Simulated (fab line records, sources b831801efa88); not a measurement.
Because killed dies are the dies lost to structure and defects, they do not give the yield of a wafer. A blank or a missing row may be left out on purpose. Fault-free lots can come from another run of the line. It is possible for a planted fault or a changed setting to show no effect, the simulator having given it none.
One fault seen from 2 desks | flow gf180mcu | what lay behind the numbers comes last; until then each desk has only its own

THE METROLOGY DESK
What the gauges read for every lot (on any tool): the sampled wafers with a number, averaged. Any lot whose mean is over 4 standard deviations away from the usual mean is out of limits and marked OUT; that distance is given in the brackets.
Columns: A = cd-nm at GF_M2_CD_MEAS_14, usual 279.4 nm; B = V2_CVD_00_THK at GF_V2_THK_MEAS_01, usual 602 nm
lot  | first seen here | A                | B
L115 | day 20 06:59    | 276.5            | 597
L119 | day 22 00:38    | 279.6            | 611
L121 | day 22 08:04    | 270.4 (-5.6) OUT | 596
L123 | day 23 00:38    | 278.3            | 602
L124 | day 23 14:10    | 274.9            | 606
L126 | day 24 06:46    | 278.1            | 604
L127 | day 24 09:32    | 271.1 (-5.2) OUT | 608
L130 | day 25 07:31    | 277.5            | 604
L133 | day 26 02:30    | 280.8            | 602
L134 | day 26 05:46    | 282.4            | 598
L136 | day 26 22:09    | 280.0            | 605
This desk's finding: out of limits on L121, L127; first on L121, day 22 08:04 (cd-nm at GF_M2_CD_MEAS_14). L115, L119, L123, L124, L126, L130, L133, L134, L136: within limits.

TOOL OWNER'S DESK, krf-scanner-01
The tool's own readings at GF_M2_EXPOSE_11 (exposes mask Metal2, target cd 280 nm): means of the sampled wafers that have a number, for each lot that ran on this tool. Any lot whose mean is over 4 standard deviations away from the usual mean is out of limits and marked OUT; that distance is given in the brackets.
Columns: A = exposure-dose-mJ-cm2 at GF_M2_EXPOSE_11, usual 28.10
lot  | first seen here | A
L115 | day 19 19:07    | 28.22
L119 | day 21 12:43    | 28.23
L121 | day 21 20:39    | 29.69 (+11) OUT
L124 | day 23 03:19    | 29.39 (+8.6) OUT
L127 | day 23 22:06    | 29.16 (+7.1) OUT
L130 | day 24 22:41    | 29.00 (+6.0) OUT
This desk's finding: out of limits on L121, L124, L127, L130; first on L121, day 21 20:39 (exposure-dose-mJ-cm2 at GF_M2_EXPOSE_11). L115, L119: within limits.

PUT TOGETHER
The tool owner's desk had the chance to raise an alarm at day 21 20:39 on L121, L124, L127, L130.
L121, L127 would have let the metrology desk raise an alarm at day 22 08:04.
The metrology desk holds a record of L124, L130, inside its limits.
On krf-scanner-01, each named lot ran GF_M2_EXPOSE_11.

WHAT THE SIMULATOR PUT IN
Process parameter drift: krf-scanner-01, from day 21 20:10 on, at GF_M2_EXPOSE_11. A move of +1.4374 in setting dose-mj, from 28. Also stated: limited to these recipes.
Lots struck among those shown: L121, L124, L127, L130.
Fault start to first reading out of limits, in hours, per desk: tool owner, 0; metrology, 12.
